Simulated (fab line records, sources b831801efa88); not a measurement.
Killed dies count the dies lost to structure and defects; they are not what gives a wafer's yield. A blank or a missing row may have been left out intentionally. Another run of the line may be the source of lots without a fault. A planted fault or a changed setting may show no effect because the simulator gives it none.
Which of the tools did it? | flow gf180mcu | 12 lots, 36 wafers sampled, at 6 steps of a route of 602

## WHAT EACH GAUGE READ, for each wafer
GF_DUAL_GATE_OVL_MEAS_11.
lot  | measured     | on         | DUAL_GATE_OVL (nm)
L888 | day 8 17:44  | overlay-02 | 1.0 -2.2 -0.3
L890 | day 9 05:43  | overlay-01 | 2.9 2.0 2.9
L891 | day 9 12:20  | overlay-01 | 2.3 1.9 0.5
L892 | day 9 16:47  | overlay-01 | -0.8 1.2 0.6
L895 | day 10 17:01 | overlay-01 | -0.9 -0.6 -1.3
L896 | day 11 01:05 | overlay-01 | 1.5 -0.9 -0.6
L897 | day 11 06:29 | overlay-02 | -0.1 -0.6 -0.7
L903 | day 12 23:44 | overlay-01 | 0.0 2.0 -0.2
L907 | day 14 02:31 | overlay-01 | 1.4 2.3 -1.1
L909 | day 14 18:53 | overlay-02 | -0.9 0.3 -0.1
L910 | day 14 23:59 | overlay-01 | 0.8 1.3 1.5
L911 | day 15 08:35 | overlay-01 | -0.3 -1.4 0.0

GF_HV_LDD_CD_MEAS_31 targets a cd of 400 nm.
lot  | measured     | on        | cd nm (nm)
L888 | day 12 01:46 | cd sem-01 | 397.6 397.1 397.7
L890 | day 12 15:40 | cd sem-01 | 400.2 400.2 399.2
L891 | day 12 21:25 | cd sem-02 | 397.1 395.9 394.8
L892 | day 13 03:43 | cd sem-01 | 398.2 396.9 398.5
L895 | day 14 08:22 | cd sem-02 | 399.8 399.2 397.2
L896 | day 14 16:16 | cd sem-02 | 402.9 405.7 401.4
L897 | day 14 21:17 | cd sem-01 | - - -
L903 | day 16 20:59 | cd sem-01 | 398.4 399.9 400.5
L907 | day 18 02:46 | cd sem-01 | 395.9 397.6 398.7
L909 | day 18 21:54 | cd sem-02 | 399.0 400.5 397.0
L910 | day 19 05:14 | cd sem-02 | 397.2 397.5 398.8
L911 | day 19 11:59 | cd sem-02 | 401.0 399.7 400.5

GF_HV_LDD_TW_MEAS_38.
lot  | measured     | on            | HV_LDD_3_TW
L888 | day 12 02:38 | film metro-01 | 1419 1421 1421
L890 | day 12 16:32 | film metro-02 | 1433 1436 1429
L891 | day 12 22:16 | film metro-01 | 1429 1429 1428
L892 | day 13 04:33 | film metro-01 | 1424 1416 1418
L895 | day 14 09:14 | film metro-01 | 1417 1422 1426
L896 | day 14 17:07 | film metro-01 | 1422 1424 1424
L897 | day 14 22:28 | film metro-01 | 30 30 30
L903 | day 16 21:50 | film metro-04 | 1433 1443 1431
L907 | day 18 03:38 | film metro-04 | 1441 1440 1438
L909 | day 18 22:45 | film metro-02 | 1431 1430 1425
L910 | day 19 06:05 | film metro-02 | 1425 1431 1426
L911 | day 19 12:50 | film metro-02 | 1428 1430 1427

GF_HV_LDD_CD_MEAS_46 targets a cd of 400 nm.
lot  | measured     | on        | cd nm (nm)
L888 | day 12 22:34 | cd sem-01 | 401.5 400.3 398.4
L890 | day 13 13:10 | cd sem-01 | 397.9 396.4 396.0
L891 | day 13 18:37 | cd sem-02 | 399.6 400.6 400.3
L892 | day 14 00:19 | cd sem-02 | 401.9 403.1 403.1
L895 | day 15 06:37 | cd sem-02 | 401.1 404.5 404.7
L896 | day 15 14:19 | cd sem-02 | 396.4 398.8 401.1
L897 | day 15 20:44 | cd sem-01 | 401.0 401.5 399.0
L903 | day 17 21:27 | cd sem-01 | 401.0 399.2 397.1
L907 | day 19 04:37 | cd sem-01 | 397.7 397.1 396.3
L909 | day 19 23:38 | cd sem-02 | 403.4 401.6 400.4
L910 | day 20 06:35 | cd sem-02 | 398.6 398.0 399.3
L911 | day 20 12:50 | cd sem-01 | 400.6 399.6 401.9

## EACH LOT AND THE TOOL THAT RAN IT (in order: tool; ch and the chambers of the sampled wafers; start)
lot  | GF_HV_LDD_EXPOSE_28                 | GF_HV_LDD_STRIP_37
L888 | iline stepper-02 ch 0, day 11 16:23 | plasma asher-04 ch 0,1, day 12 02:32
L890 | iline stepper-02 ch 0, day 12 06:11 | plasma asher-02 ch 0,1, day 12 16:26
L891 | iline stepper-02 ch 0, day 12 11:46 | plasma asher-01 ch 0,1, day 12 22:10
L892 | iline stepper-01 ch 0, day 12 17:57 | plasma asher-02 ch 0,1, day 13 04:28
L895 | iline stepper-02 ch 0, day 13 22:12 | plasma asher-01 ch 0,1, day 14 09:08
L896 | iline stepper-01 ch 0, day 14 05:56 | plasma asher-04 ch 0,1, day 14 17:01
L897 | iline stepper-01 ch 0, day 14 10:54 | plasma asher-04 ch 0,1, day 14 22:22
L903 | iline stepper-02 ch 0, day 16 09:40 | plasma asher-01 ch 1, day 16 21:44
L907 | iline stepper-01 ch 0, day 17 15:49 | plasma asher-04 ch 0,1, day 18 03:32
L909 | iline stepper-02 ch 0, day 18 09:05 | plasma asher-04 ch 0,1, day 18 22:38
L910 | iline stepper-02 ch 0, day 18 17:11 | plasma asher-01 ch 0,1, day 19 05:58
L911 | iline stepper-01 ch 0, day 19 00:10 | plasma asher-01 ch 0,1, day 19 12:43
- GF_HV_LDD_EXPOSE_28: exposes mask Nplus HV AREA, target cd 400 nm.
- GF_HV_LDD_STRIP_37: strips in O2/N2.

## AS READ BY THE TOOLS THEMSELVES (means over the sampled wafers that have a number; for cases with no such wafer, the mark the record gives instead)
GF_HV_LDD_EXPOSE_28.
lot  | tool             | stage vel mm s (mm/s)
L888 | iline stepper-02 | 499.88
L890 | iline stepper-02 | 500.27
L891 | iline stepper-02 | 500.02
L892 | iline stepper-01 | 500.24
L895 | iline stepper-02 | 500.07
L896 | iline stepper-01 | 500.17
L897 | iline stepper-01 | 499.88
L903 | iline stepper-02 | 499.83
L907 | iline stepper-01 | 499.55
L909 | iline stepper-02 | 500.13
L910 | iline stepper-02 | 500.19
L911 | iline stepper-01 | 499.86

GF_HV_LDD_STRIP_37.
lot  | tool            | drypump motor current A (A) | heater power w (W) | oes product au (a.u.) | strip time to endpoint s (s)
L888 | plasma asher-04 | 5.51                        | 323                | 0.716                 | 12.64
L890 | plasma asher-02 | 5.89                        | 358                | 0.715                 | 12.63
L891 | plasma asher-01 | 5.46                        | 359                | 0.718                 | 12.63
L892 | plasma asher-02 | 5.86                        | 355                | 0.719                 | 12.62
L895 | plasma asher-01 | 5.37                        | 348                | 0.719                 | 12.62
L896 | plasma asher-04 | 5.52                        | 324                | 0.717                 | 12.54
L897 | plasma asher-04 | 5.58                        | 312                | 0.715                 | 12.63
L903 | plasma asher-01 | 5.25                        | 330                | 0.720                 | 12.61
L907 | plasma asher-04 | 5.56                        | 323                | 0.714                 | 12.60
L909 | plasma asher-04 | 5.58                        | 315                | 0.712                 | 12.63
L910 | plasma asher-01 | 5.36                        | 343                | 0.712                 | 12.63
L911 | plasma asher-01 | 5.49                        | 361                | 0.719                 | 12.61

## THE ANSWER, worked out from the rows above alone
Rule: what is usual is taken from the lots themselves. Put in order of their means at a reading, lots are off if they are a third of the lots or fewer, leave a main group of 4 or more, and stand apart from it by a gap of 3 or more times the standard deviation of the main group's means; of several such gaps the widest counts. If all means in a main group match to the digits the tables above print for the reading, that group is not used. Also off: a lot with no number at a reading for which 4 or more lots have one. Any other lot the step has rows for is counted as sound. First the gauges in route order, then the tools' own readings, where a lot's mean is used as printed above. The first step at which some lot is off is used, and at that step the reading that is off furthest; a lot without a number counts as furthest.
Off at GF_HV_LDD_CD_MEAS_31 (cd nm): L897. Without a number there: L897. The main group has a mean of 398.8 nm with a standard deviation of 1.9.
A tool fits if, at a process step before that reading, it ran every lot that is off, and no sound lot after the first of them. Not tried: the gauges at GF_HV_LDD_CD_MEAS_31; whatever is off there is also off at GF_HV_LDD_TW_MEAS_38, on other tools, and gauge error can't account for it. Not one of the candidates tried fits.

## WHAT THE SIMULATOR HAD PUT IN
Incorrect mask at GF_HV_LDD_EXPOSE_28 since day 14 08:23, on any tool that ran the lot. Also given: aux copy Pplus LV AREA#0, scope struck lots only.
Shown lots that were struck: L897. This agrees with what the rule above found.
